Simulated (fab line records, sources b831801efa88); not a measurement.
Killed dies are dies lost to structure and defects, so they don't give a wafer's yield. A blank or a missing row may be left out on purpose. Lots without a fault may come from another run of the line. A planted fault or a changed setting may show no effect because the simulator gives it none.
A struck lot beside a sound one | flow sky130 | 15 steps out of a route of 708
Sound: wafers L147.2, L147.5, L147.6. Struck: wafers L164.3, L164.4, L164.6. The cause comes at the end.
At each step with rows: each side's tool, then ch and its chambers, then its first start. Under that, the readings that differ: sound wafers | struck wafers | difference of the means | sigmas: that difference in standard deviations of wafers without a fault.
alike: readings whose means differ by less than 2 such deviations, and words and numbers that are the same on both sides. not compared: withheld readings, readings that some wafer has no value for, bounds like >300 that may hide the same value, and numbers for which the record gives no deviation and whose values overlap.
The two part at a step that has a row with sigmas, a row that says differs or no value, or rows on one side only. Numbers that don't overlap but have no deviation are shown without sigmas and don't part them. A reading that every wafer of one side lacks parts them only if that side has two wafers or more.

first, 5 steps without rows for these wafers: SKY_LDD_N_COAT_02 (resist thk 300 nm); SKY_LDD_N_SOFTBAKE_03 (time 60 s); SKY_LDD_N_EXPOSE_04 (exposes mask NTM, target cd 840 nm); SKY_LDD_N_PEB_05; SKY_LDD_N_DEVELOP_06 (develop time 60 s).
SKY_LDD_N_OVL_MEAS_07:
  sound on overlay-02, day 18 20:18; struck on overlay-02, day 25 02:20
  alike: LDD_N_OVL
then, 6 steps without rows for these wafers: SKY_LDD_N_IMPLANT_08; SKY_LDD_N_IMPLANT_09; SKY_LDD_N_IMPLANT_10; SKY_LDD_N_IMPLANT_11; SKY_LDD_N_IMPLANT_12; SKY_LDD_N_IMPLANT_13.
SKY_LDD_N_IMPLANT_14:
  sound on implanter-03 ch 0, day 18 21:32; struck on implanter-02 ch 0, day 25 03:19
  reading            | sound                | struck               | difference | sigmas
  tilt_deg (degrees) | 29.978 29.991 29.990 | -0.047 -0.020 -0.028 | -30.018    | -99 or more
  alike: faraday_current_uA
then, 1 step without rows for these wafers: SKY_LDD_N_IMPLANT_15.
-- the record jumps here: 26 days lie between the struck wafers' starts before and after (it left off in module LDD_N and takes up again in module PAD_OPEN, whose first step shown is number 708 of the route) --
SKY_PAD_OPEN_PROBE_99:
  sound on prober-02, day 46 23:34; struck on prober-02, day 50 16:09
  reading                                    | sound                | struck               | difference | sigmas
  model.etest.nfet_01v8_swapped.vt_sat_v (V) | 0.6661 0.6637 0.648  | 0.6174 0.6215 0.6183 | -0.0402    |
  model.etest.nfet_01v8_lvt.vt_sat_v (V)     | 0.5519 0.5483 0.5313 | 0.5789 0.5776 0.575  | +0.0333    |
  model.etest.nfet_01v8.vt_sat_v (V)         | 0.6611 0.6596 0.6422 | 0.6757 0.6725 0.6701 | +0.0185    |
  alike: killed_at_M0_to_M3, killed_at_M4_up, killed_at_contacts, killed_at_front_end, killed_at_other, killed_dies, killed_open, killed_short

WHERE THEY PART
Only at SKY_LDD_N_IMPLANT_14, within this record. Later steps at which nothing parts them and some readings are alike: SKY_PAD_OPEN_PROBE_99.

WHY: what the simulator had put in
Process parameter drift: implanter-02, from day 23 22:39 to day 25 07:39, at SKY_LDD_N_IMPLANT_14. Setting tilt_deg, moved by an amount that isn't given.
